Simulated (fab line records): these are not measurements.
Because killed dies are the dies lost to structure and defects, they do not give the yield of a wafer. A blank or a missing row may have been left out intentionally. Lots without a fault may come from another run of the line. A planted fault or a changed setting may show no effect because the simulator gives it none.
fab line records + flow sky130
record:
- lots: 6
- wafers: 18
- lastDay: 50
route steps=708 shown SD_P@322 RES_XHIGH@332 PAD_OPEN@708
lots with no fault: from the same line, run without faults
startH: hours from the record's first day to the start of the lot's first wafer shown + waitH: hours elapsed since this lot's preceding step + " as in the row above + L1.1+2: a single row standing in for several wafers + - value missing, or start not given + * or withheld: withheld + < > ~ a bound
route shown NAME@n: names a module that has steps shown in the file, with the first one's number in the route + usual: mean and standard deviation over wafers with no fault + same: alike in all rows + chamber/n: place in a boat + sites: per-site readings + _std_site: standard deviation of those values + _edge_site: outer sites' mean less inner sites' + radiusMm: how far each site lies from the wafer's centre + mask NAME#n: copy n + behind: the last tool/chamber to shape the wafer + hold: why the lot went on hold/how many hours it stayed there/how the hold came to an end + device: transistor that didn't switch, given as n, p or np + end of line: tests of these same wafers at the route's end + step lacking rows: just its recipe + killed: dies lost to structure and defects at the first sort, not the wafer's yield + map: a wafer's dies, marking killed ones x, the rest . and places with no die _
set.NAME: the setting that was run; set.NAME@STEP: the one run at that earlier step + model.NAME: the simulator's own value behind a step, which no gauge read
lots at some steps of the route; a table a step, a row a wafer
services: the hour from which a tool's chamber was out of use, counted from the record's first day as startH (under 0 if before that day), plus the number of hours and why
== steps ==
step: SKY_SD_P_COAT_02
recipe:
- resist: NOVOLAK
- spinRpm: 3000
- resistThkNm: 1140
step: SKY_SD_P_SOFTBAKE_03
recipe:
- tempC: 90
- timeS: 60
- resist: NOVOLAK
step: SKY_SD_P_EXPOSE_04
recipe:
- maskId: PSDM
- na: 0.6
- sourceShape: conventional
- sigmaOuter: 0.6
- polarization: unpolarized
- targetCdNm: 380
- doseMj: 138
step: SKY_SD_P_PEB_05
recipe:
- tempC: withheld
- timeS: *
- resist: NOVOLAK
step: SKY_SD_P_DEVELOP_06
recipe:
- resist: NOVOLAK
- developer: TMAH
- developTimeS: 60
- devTempC: 23
step: SKY_SD_P_CD_MEAS_07
recipe:
- targetCdNm: 380
usual:
- cdNm: 380.2/1.8
| lot.wafer | tool     | chamber | startH | waitH | cdNm  |
|-----------|----------|---------|--------|-------|-------|
| L851.1    | cdSem-02 | -       | 667.69 | 0.1   | 380.1 |
| L851.3    | "        | -       | "      | "     | 379.2 |
| L851.5    | "        | -       | "      | "     | 381.4 |
| L850.2    | cdSem-02 | -       | 670.16 | 0.1   | 377.1 |
| L850.4    | "        | -       | "      | "     | 377.4 |
| L850.5    | "        | -       | "      | "     | 378.2 |
| L856.2    | cdSem-02 | -       | 705.91 | 0.1   | 383.3 |
| L856.4    | "        | -       | "      | "     | 382.7 |
| L856.5    | "        | -       | "      | "     | 382.3 |
| L857.2    | cdSem-01 | -       | 728.21 | 0.1   | 380.2 |
| L857.4    | "        | -       | "      | "     | 380.5 |
| L857.5    | "        | -       | "      | "     | 379.0 |
| L862.3    | cdSem-02 | -       | 756.77 | 0.1   | 376.1 |
| L862.5    | "        | -       | "      | "     | 376.0 |
| L862.6    | "        | -       | "      | "     | 376.7 |
| L863.2    | cdSem-01 | -       | 763.51 | 0.1   | 379.2 |
| L863.3    | "        | -       | "      | "     | 378.6 |
| L863.5    | "        | -       | "      | "     | 379.3 |
step: SKY_SD_P_OVL_MEAS_08
usual:
- SD_P_OVL: -0.2/1.3
| lot.wafer | tool       | chamber | startH | waitH | SD_P_OVL[nm] |
|-----------|------------|---------|--------|-------|--------------|
| L851.1    | overlay-01 | -       | 667.81 | 0.1   | -1.6         |
| L851.3    | "          | -       | "      | "     | -0.5         |
| L851.5    | "          | -       | "      | "     | 1.0          |
| L850.2    | overlay-02 | -       | 670.26 | 0.1   | -1.5         |
| L850.4    | "          | -       | "      | "     | -0.2         |
| L850.5    | "          | -       | "      | "     | 0.7          |
| L856.2    | overlay-01 | -       | 706.01 | 0.1   | 1.3          |
| L856.4    | "          | -       | "      | "     | 1.3          |
| L856.5    | "          | -       | "      | "     | 4.2          |
| L857.2    | overlay-01 | -       | 728.31 | 0.1   | 1.9          |
| L857.4    | "          | -       | "      | "     | 0.2          |
| L857.5    | "          | -       | "      | "     | -1.0         |
| L862.3    | overlay-01 | -       | 756.86 | 0.1   | -1.8         |
| L862.5    | "          | -       | "      | "     | -1.0         |
| L862.6    | "          | -       | "      | "     | -1.8         |
| L863.2    | overlay-01 | -       | 763.61 | 0.1   | 0.9          |
| L863.3    | "          | -       | "      | "     | 1.2          |
| L863.5    | "          | -       | "      | "     | 0.1          |
step: SKY_SD_P_IMPLANT_09
recipe:
- species: BF2
- energyKev: 20
- doseCm2: 3e+15
- tiltDeg: 0
step: SKY_SD_P_STRIP_10
recipe:
- chemistry: O2/N2
- powerW: 1400
- pressureMtorr: 1500
- platenTempC: withheld
- o2FlowSccm: 3000
- n2FlowSccm: 300
- overashFraction: 0.5
usual:
- drypumpMotorCurrentA: 5.8/0.38
- n2FlowSccm: 300.2/0.85
- oesProductAu: 0.618/0.0049
- stripTimeToEndpointS: 17.48/0.036
| lot.wafer | tool           | chamber | startH | waitH | drypumpMotorCurrentA | n2FlowSccm | oesProductAu | rfHoursCounterH | stripTimeToEndpointS |
|-----------|----------------|---------|--------|-------|----------------------|------------|--------------|-----------------|----------------------|
| L851.1    | plasmaAsher-04 | 1       | 667.99 | 0.1   | 6.3                  | 299.2      | 0.616        | 100             | 17.51                |
| L851.3    | "              | 0       | "      | "     | 6.3                  | 300.5      | 0.611        | -               | 17.48                |
| L851.5    | "              | 0       | "      | "     | 6.3                  | 299.6      | 0.623        | -               | 17.52                |
| L850.2    | plasmaAsher-04 | 1       | 670.44 | 0.1   | 6.3                  | 301.1      | 0.616        | 100             | 17.52                |
| L850.4    | "              | 1       | "      | "     | 6.3                  | 301.0      | 0.623        | -               | 17.51                |
| L850.5    | "              | 1       | "      | "     | 6.3                  | 299.8      | 0.621        | -               | 17.51                |
| L856.2    | plasmaAsher-02 | 0       | 706.19 | 0.1   | 5.6                  | 299.8      | 0.619        | 45              | 17.49                |
| L856.4    | "              | 1       | "      | "     | 5.7                  | 298.5      | 0.628        | -               | 17.48                |
| L856.5    | "              | 0       | "      | "     | 5.6                  | 298.9      | 0.615        | -               | 17.47                |
| L857.2    | plasmaAsher-02 | 1       | 728.49 | 0.1   | 5.7                  | 301.2      | 0.619        | 47              | 17.43                |
| L857.4    | "              | 1       | "      | "     | 5.7                  | 300.3      | 0.615        | -               | 17.45                |
| L857.5    | "              | 0       | "      | "     | 5.6                  | 299.9      | 0.627        | -               | 17.49                |
| L862.3    | plasmaAsher-02 | 1       | 757.07 | 0.1   | 5.6                  | 299.9      | 0.613        | -               | 17.44                |
| L862.5    | "              | 0       | "      | "     | 5.6                  | 299.3      | 0.625        | -               | 17.46                |
| L862.6    | "              | 1       | "      | "     | 5.6                  | 300.1      | 0.622        | -               | 17.44                |
| L863.2    | plasmaAsher-01 | 1       | 763.79 | 0.1   | 5.4                  | 299.9      | 0.617        | 100             | 17.49                |
| L863.3    | "              | 1       | "      | "     | 5.5                  | 300.7      | 0.619        | -               | 17.57                |
| L863.5    | "              | 0       | "      | "     | 5.3                  | 300.5      | 0.623        | -               | 17.51                |
step: SKY_SD_P_TW_MEAS_11
usual:
- SD_P_TW: 2827/54
| lot.wafer | tool         | chamber | startH | waitH | SD_P_TW |
|-----------|--------------|---------|--------|-------|---------|
| L851.1    | filmMetro-04 | -       | 668.09 | 0.1   | 2886    |
| L851.3    | "            | -       | "      | "     | 2909    |
| L851.5    | "            | -       | "      | "     | 2898    |
| L850.2    | filmMetro-03 | -       | 670.55 | 0.1   | 2743    |
| L850.4    | "            | -       | "      | "     | 2751    |
| L850.5    | "            | -       | "      | "     | 2752    |
| L856.2    | filmMetro-04 | -       | 706.30 | 0.1   | 2878    |
| L856.4    | "            | -       | "      | "     | 2887    |
| L856.5    | "            | -       | "      | "     | 2893    |
| L857.2    | filmMetro-04 | -       | 728.60 | 0.1   | 2884    |
| L857.4    | "            | -       | "      | "     | 2870    |
| L857.5    | "            | -       | "      | "     | 2859    |
| L862.3    | filmMetro-02 | -       | 757.16 | 0.1   | 2842    |
| L862.5    | "            | -       | "      | "     | 2817    |
| L862.6    | "            | -       | "      | "     | 2819    |
| L863.2    | filmMetro-03 | -       | 763.90 | 0.1   | 2741    |
| L863.3    | "            | -       | "      | "     | 2745    |
| L863.5    | "            | -       | "      | "     | 2734    |
step: SKY_RES_XHIGH_DEHYDRATE_00
recipe:
- tempC: 200
- timeS: 60
step: SKY_RES_XHIGH_HMDS_01
recipe:
- primeTimeS: 60
- primeTempC: 120
step: SKY_RES_XHIGH_COAT_02
recipe:
- resist: NOVOLAK
- spinRpm: 3000
- resistThkNm: 1140
usual:
- chillPlateTempC: 23.01/0.1
- dispensePressureKPa: 49.2/1.1
- exhaustPa: 44.6/0.97
| lot.wafer | tool          | chamber | startH | waitH | chillPlateTempC | dispensePressureKPa | exhaustPa |
|-----------|---------------|---------|--------|-------|-----------------|---------------------|-----------|
| L851.1    | lithoTrack-02 | 0       | 681.64 | 0.1   | 23.00           | 49.5                | 44.3      |
| L851.3    | "             | 0       | "      | "     | 23.05           | 49.4                | 43.6      |
| L851.5    | "             | 0       | "      | "     | 23.06           | 49.5                | 43.7      |
| L850.2    | lithoTrack-04 | 0       | 684.01 | 0.1   | 22.88           | 48.0                | 44.0      |
| L850.4    | "             | 0       | "      | "     | 22.84           | 48.0                | 45.7      |
| L850.5    | "             | 0       | "      | "     | 22.88           | 48.0                | 45.1      |
| L856.2    | lithoTrack-03 | -       | 719.83 | 0.1   | -               | -                   | -         |
| L856.4    | "             | -       | "      | "     | -               | -                   | -         |
| L856.5    | "             | -       | "      | "     | -               | -                   | -         |
| L857.2    | lithoTrack-04 | -       | 741.56 | 0.1   | -               | -                   | -         |
| L857.4    | "             | -       | "      | "     | -               | -                   | -         |
| L857.5    | "             | -       | "      | "     | -               | -                   | -         |
| L862.3    | lithoTrack-04 | 0       | 769.98 | 0.1   | 22.91           | 48.0                | 43.6      |
| L862.5    | "             | 0       | "      | "     | 22.98           | 47.9                | 44.9      |
| L862.6    | "             | 0       | "      | "     | 23.03           | 48.0                | 44.7      |
| L863.2    | lithoTrack-02 | 0       | 777.01 | 0.1   | 23.12           | 49.5                | 45.9      |
| L863.3    | "             | 0       | "      | "     | 23.07           | 49.5                | 45.3      |
| L863.5    | "             | 0       | "      | "     | 22.96           | 49.4                | 46.2      |
step: SKY_RES_XHIGH_SOFTBAKE_03
recipe:
- tempC: 90
- timeS: 60
- resist: NOVOLAK
step: SKY_PAD_OPEN_PROBE_99
usual:
- killed_at_M0_to_M3: 42/7
- killed_at_M4_up: 3.2/1.6
- killedAtContacts: 24/5.8
- killedAtFrontEnd: 16/4.3
- killedAtOther: 0.3/0.62
- killedDies: 86/9.5
- killedOnRim: 17/3.7
- killedOpen: 46/6.4
- killedShort: 39/6.3
same:
- grossDies: 492
- killedAtBackSide: 0
| lot.wafer | tool      | chamber | startH  | waitH | killed_at_M0_to_M3 | killed_at_M4_up | killedAtContacts | killedAtFrontEnd | killedAtOther | killedDies | killedOnRim | killedOpen | killedShort |
|-----------|-----------|---------|---------|-------|--------------------|-----------------|------------------|------------------|---------------|------------|-------------|------------|-------------|
| L850.2    | prober-01 | -       | 1136.52 | 0.1   | 52                 | 3               | 23               | 7                | 0             | 85         | 14          | 43         | 42          |
| L850.4    | prober-01 | -       | 1136.62 | 0.2   | 39                 | 3               | 33               | 13               | 1             | 89         | 20          | 49         | 39          |
| L850.5    | prober-01 | -       | 1136.67 | 0.2   | 38                 | 4               | 29               | 11               | 0             | 82         | 20          | 51         | 31          |
| L856.2    | prober-02 | -       | 1160.31 | 0.1   | 32                 | 5               | 41               | 14               | 400           | 492        | 96          | 45         | 44          |
| L856.4    | prober-02 | -       | 1160.41 | 0.2   | 50                 | 3               | 25               | 15               | 399           | 492        | 96          | 52         | 38          |
| L856.5    | prober-02 | -       | 1160.46 | 0.2   | 44                 | 0               | 36               | 16               | 396           | 492        | 96          | 55         | 38          |
| L857.2    | prober-01 | -       | 1171.91 | 0.1   | 41                 | 4               | 31               | 17               | 399           | 492        | 96          | 57         | 36          |
| L857.4    | prober-01 | -       | 1172.01 | 0.2   | 56                 | 2               | 23               | 18               | 393           | 492        | 96          | 48         | 51          |
| L857.5    | prober-01 | -       | 1172.06 | 0.2   | 32                 | 4               | 35               | 17               | 404           | 492        | 96          | 49         | 40          |
| L862.3    | prober-02 | -       | 1188.91 | 0.2   | 35                 | 6               | 30               | 15               | 0             | 86         | 15          | 42         | 44          |
| L862.5    | prober-02 | -       | 1189.01 | 0.2   | 42                 | 3               | 24               | 23               | 0             | 92         | 18          | 46         | 46          |
| L862.6    | prober-02 | -       | 1189.06 | 0.2   | 45                 | 3               | 21               | 16               | 2             | 87         | 21          | 40         | 46          |
| L863.2    | prober-01 | -       | 1194.02 | 0.1   | 33                 | 1               | 31               | 18               | 0             | 83         | 14          | 47         | 36          |
| L863.3    | prober-01 | -       | 1194.07 | 0.2   | 51                 | 4               | 18               | 25               | 0             | 98         | 20          | 49         | 49          |
| L863.5    | prober-01 | -       | 1194.17 | 0.2   | 46                 | 2               | 31               | 19               | 0             | 98         | 23          | 50         | 48          |
killed by level:class
L850.2 METAL2:geometricParticle:short=13 VIA1:geometricParticle:open=9 LI_CONTACT:geometricParticle:open=9 VIA3:geometricParticle:open=8 CONTACT:geometricParticle:open=6 METAL1:geometricParticle:short=6 CONTACT:geometricParticle:short=5 FIELD_ISO:geometricParticle:open=3
L850.4 LI_CONTACT:geometricParticle:open=10 CONTACT:geometricParticle:open=10 METAL1:geometricParticle:short=10 VIA1:geometricParticle:open=8 CONTACT:geometricParticle:short=6 VIA3:geometricParticle:open=6 VIA2:geometricParticle:open=5 FIELD_ISO:geometricParticle:short=4
L850.5 VIA1:geometricParticle:open=10 VIA3:geometricParticle:open=10 CONTACT:geometricParticle:open=8 LI_CONTACT:geometricParticle:open=6 LOCAL_INTERCONNECT:geometricParticle:short=5 LOCAL_INTERCONNECT:geometricParticle:open=5 POLY_GATE:geometricParticle:short=4 METAL4:geometricParticle:short=4
L856.2 RES_XHIGH:areaExpose=399 CONTACT:geometricParticle:open=17 CONTACT:geometricParticle:short=8 VIA1:geometricParticle:short=8 VIA1:geometricParticle:open=6 LOCAL_INTERCONNECT:geometricParticle:short=5 VIA3:geometricParticle:open=5 LI_CONTACT:geometricParticle:open=4
L856.4 RES_XHIGH:areaExpose=399 VIA1:geometricParticle:open=16 CONTACT:geometricParticle:open=10 METAL1:geometricParticle:short=8 POLY_GATE:geometricParticle:open=5 VIA2:geometricParticle:open=5 VIA3:geometricParticle:open=5 LI_CONTACT:geometricParticle:short=4
L856.5 RES_XHIGH:areaExpose=396 VIA1:geometricParticle:open=11 CONTACT:geometricParticle:open=9 CONTACT:geometricParticle:short=9 VIA3:geometricParticle:open=9 LI_CONTACT:geometricParticle:open=8 VIA2:geometricParticle:open=8 METAL2:geometricParticle:short=6
L857.2 RES_XHIGH:areaExpose=399 CONTACT:geometricParticle:open=14 VIA1:geometricParticle:open=13 FIELD_ISO:geometricParticle:open=6 VIA3:geometricParticle:open=6 LI_CONTACT:geometricParticle:open=5 LOCAL_INTERCONNECT:geometricParticle:short=5 LI_CONTACT:geometricParticle:short=4
L857.4 RES_XHIGH:areaExpose=393 VIA1:geometricParticle:open=11 METAL1:geometricParticle:short=10 METAL2:geometricParticle:short=10 CONTACT:geometricParticle:open=8 VIA3:geometricParticle:open=7 CONTACT:geometricParticle:short=6 LI_CONTACT:geometricParticle:open=6
L857.5 RES_XHIGH:areaExpose=403 CONTACT:geometricParticle:open=17 VIA1:geometricParticle:open=8 FIELD_ISO:geometricParticle:open=6 FIELD_ISO:geometricParticle:short=6 LOCAL_INTERCONNECT:geometricParticle:short=6 LI_CONTACT:geometricParticle:open=6 METAL2:geometricParticle:short=6
L862.3 VIA1:geometricParticle:open=9 CONTACT:geometricParticle:open=8 LI_CONTACT:geometricParticle:open=8 CONTACT:geometricParticle:short=7 VIA3:geometricParticle:short=7 VIA1:geometricParticle:short=5 VIA3:geometricParticle:open=4 FIELD_ISO:geometricParticle:open=3
L862.5 CONTACT:geometricParticle:open=10 VIA1:geometricParticle:short=10 FIELD_ISO:geometricParticle:short=8 VIA3:geometricParticle:open=7 LI_CONTACT:geometricParticle:open=6 VIA1:geometricParticle:open=6 VIA2:geometricParticle:open=6 FIELD_ISO:geometricParticle:open=5
L862.6 CONTACT:geometricParticle:open=10 METAL1:geometricParticle:short=8 VIA1:geometricParticle:open=7 VIA2:geometricParticle:open=7 VIA3:geometricParticle:short=6 METAL2:geometricParticle:short=5 FIELD_ISO:geometricParticle:short=4 VIA2:geometricParticle:short=4
L863.2 CONTACT:geometricParticle:open=13 LI_CONTACT:geometricParticle:open=7 VIA1:geometricParticle:open=6 VIA2:geometricParticle:open=6 FIELD_ISO:geometricParticle:short=5 POLY_GATE:geometricParticle:short=5 LOCAL_INTERCONNECT:geometricParticle:short=5 CONTACT:geometricParticle:short=5
L863.3 POLY_GATE:geometricParticle:short=10 VIA2:geometricParticle:open=10 VIA3:geometricParticle:open=9 CONTACT:geometricParticle:open=9 METAL1:geometricParticle:short=8 VIA1:geometricParticle:open=7 FIELD_ISO:geometricParticle:open=5 METAL2:geometricParticle:short=5
L863.5 VIA2:geometricParticle:open=10 LOCAL_INTERCONNECT:geometricParticle:short=8 CONTACT:geometricParticle:open=8 LI_CONTACT:geometricParticle:open=7 VIA3:geometricParticle:open=7 CONTACT:geometricParticle:short=6 METAL1:geometricParticle:short=6 METAL2:geometricParticle:short=6
map L856.2 (x killed, . not)
__________xxxxxxxxxx_________
________xxxxxxxxxxxxxx_______
______xxxxxxxxxxxxxxxxxx_____
_____xxxxxxxxxxxxxxxxxxxx____
____xxxxxxxxxxxxxxxxxxxxxx___
___xxxxxxxxxxxxxxxxxxxxxxxx__
__xxxxxxxxxxxxxxxxxxxxxxxxxx_
_xxxxxxxxxxxxxxxxxxxxxxxxxxxx
_xxxxxxxxxxxxxxxxxxxxxxxxxxxx
_xxxxxxxxxxxxxxxxxxxxxxxxxxxx
_xxxxxxxxxxxxxxxxxxxxxxxxxxxx
_xxxxxxxxxxxxxxxxxxxxxxxxxxxx
_xxxxxxxxxxxxxxxxxxxxxxxxxxxx
_xxxxxxxxxxxxxxxxxxxxxxxxxxxx
_xxxxxxxxxxxxxxxxxxxxxxxxxxxx
__xxxxxxxxxxxxxxxxxxxxxxxxxx_
___xxxxxxxxxxxxxxxxxxxxxxxx__
____xxxxxxxxxxxxxxxxxxxxxx___
_____xxxxxxxxxxxxxxxxxxxx____
______xxxxxxxxxxxxxxxxxx_____
________xxxxxxxxxxxxxx_______
__________xxxxxxxxxx_________
map L857.2 (x killed, . not)
__________xxxxxxxxxx_________
________xxxxxxxxxxxxxx_______
______xxxxxxxxxxxxxxxxxx_____
_____xxxxxxxxxxxxxxxxxxxx____
____xxxxxxxxxxxxxxxxxxxxxx___
___xxxxxxxxxxxxxxxxxxxxxxxx__
__xxxxxxxxxxxxxxxxxxxxxxxxxx_
_xxxxxxxxxxxxxxxxxxxxxxxxxxxx
_xxxxxxxxxxxxxxxxxxxxxxxxxxxx
_xxxxxxxxxxxxxxxxxxxxxxxxxxxx
_xxxxxxxxxxxxxxxxxxxxxxxxxxxx
_xxxxxxxxxxxxxxxxxxxxxxxxxxxx
_xxxxxxxxxxxxxxxxxxxxxxxxxxxx
_xxxxxxxxxxxxxxxxxxxxxxxxxxxx
_xxxxxxxxxxxxxxxxxxxxxxxxxxxx
__xxxxxxxxxxxxxxxxxxxxxxxxxx_
___xxxxxxxxxxxxxxxxxxxxxxxx__
____xxxxxxxxxxxxxxxxxxxxxx___
_____xxxxxxxxxxxxxxxxxxxx____
______xxxxxxxxxxxxxxxxxx_____
________xxxxxxxxxxxxxx_______
__________xxxxxxxxxx_________
== services ==
| tool           | chamber | startH | hours | kind      |
|----------------|---------|--------|-------|-----------|
| plasmaAsher-04 | -       | 733.75 | 9.0   | pm        |
| plasmaAsher-04 | 0       | 733.75 | 9.0   | ventCycle |
| plasmaAsher-04 | 1       | 733.75 | 9.0   | ventCycle |
| plasmaAsher-04 | 0       | 742.75 | -     | clean     |
| plasmaAsher-04 | 1       | 742.75 | -     | clean     |
| plasmaAsher-01 | -       | 756.34 | 2.1   | repair    |
== key ==
firstSign:
- step: SKY_RES_XHIGH_COAT_02
- reading: toolRecord
- direction: missing
effect:
- step: SKY_PAD_OPEN_PROBE_99
- reading: killedAtOther
- direction: up
- sigmas: 99+
- usual: 0.3
- struck: 398.5
moreKillsBornAt:
- SKY_RES_XHIGH_EXPOSE_04@ilineStepper-01: 2389
metAt SKY_RES_XHIGH_COAT_02
struckWafers L856.2,L856.4,L856.5,L857.2,L857.4,L857.5
testerLeftOut L856,L857
onsetBetween 684.01 719.83
fault:
- kind: skippedStepWhole
- tool: lithoTrack-03,lithoTrack-04
- chamber: -
- onsetH: 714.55
- steps: SKY_RES_XHIGH_COAT_02
- scope: struckLotsOnly
testerLeftOut: of these lots the tester's yield and bins aren't shown, on N5 and GAA mostly nor the transistor test; their killed dies are dies lost to structure and defects alone, not to doping, threshold or leakage, so they don't give the yield
